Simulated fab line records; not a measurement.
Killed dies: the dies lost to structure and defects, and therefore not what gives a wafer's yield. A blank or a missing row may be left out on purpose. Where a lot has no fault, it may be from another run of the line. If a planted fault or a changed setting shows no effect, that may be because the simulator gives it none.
One fault seen from 2 desks || flow gf180mcu || each desk has only its own numbers; what lay behind them comes last

## FOR THE TOOL OWNER'S DESK: rie-metal-01
The tool's own readings at GF_M5_METAL_ETCH_10 (etches the open film in Cl2/BCl3, stops on SiO2, target depth 750.8 nm, time 125.1 s): means of the sampled wafers that have a number, for each lot that ran on this tool. Any lot whose mean is over 4 standard deviations away from the usual mean is out of limits and marked OUT; that distance is given in the brackets.
Columns: A = drypump-motor-current-A at GF_M5_METAL_ETCH_10, usual 5.68 A; B = oes-product-au at GF_M5_METAL_ETCH_10, usual 0.987 a.u.; C = throttle-valve-pct at GF_M5_METAL_ETCH_10, usual 28.232 %
{"lot": "L416", "first seen here": "day 27 11:25", "A": 5.54, "B": 0.994, "C": 28.230}
{"lot": "L421", "first seen here": "day 29 05:26", "A": 5.56, "B": 0.984, "C": 28.244}
{"lot": "L428", "first seen here": "day 31 01:21", "A": 5.56, "B": 0.998, "C": 28.220}
This desk's finding: nothing out of limits on any of the 3 lots.

## METROLOGY DESK
What the gauges read for every lot (on any tool): the sampled wafers with a number, averaged. Any lot whose mean is over 4 standard deviations away from the usual mean is out of limits and marked OUT; that distance is given in the brackets.
Columns: A = cd-nm at GF_V5_CD_MEAS_14, usual 259.7 nm
{"lot": "L412", "first seen here": "day 26 23:30", "A": 259.9}
{"lot": "L413", "first seen here": "day 27 10:18", "A": 261.9}
{"lot": "L414", "first seen here": "day 27 20:23", "A": 261.1}
{"lot": "L416", "first seen here": "day 28 08:40", "A": 260.3}
{"lot": "L420", "first seen here": "day 29 15:17", "A": 258.7}
{"lot": "L421", "first seen here": "day 30 01:14", "A": 258.9}
{"lot": "L422", "first seen here": "day 30 07:02", "A": 257.4}
{"lot": "L428", "first seen here": "day 31 19:58", "A": 260.6}
{"lot": "L432", "first seen here": "day 33 01:14", "A": 259.6}
{"lot": "L433", "first seen here": "day 33 07:10", "A": 260.2}
{"lot": "L435", "first seen here": "day 33 14:20", "A": 259.4}
This desk's finding: nothing out of limits on any of the 11 lots.

## PUT TOGETHER
The tool owner's desk saw nothing out of limits.
Metrology desk: nothing out of limits seen.

## WHAT THE SIMULATOR HAD PUT IN
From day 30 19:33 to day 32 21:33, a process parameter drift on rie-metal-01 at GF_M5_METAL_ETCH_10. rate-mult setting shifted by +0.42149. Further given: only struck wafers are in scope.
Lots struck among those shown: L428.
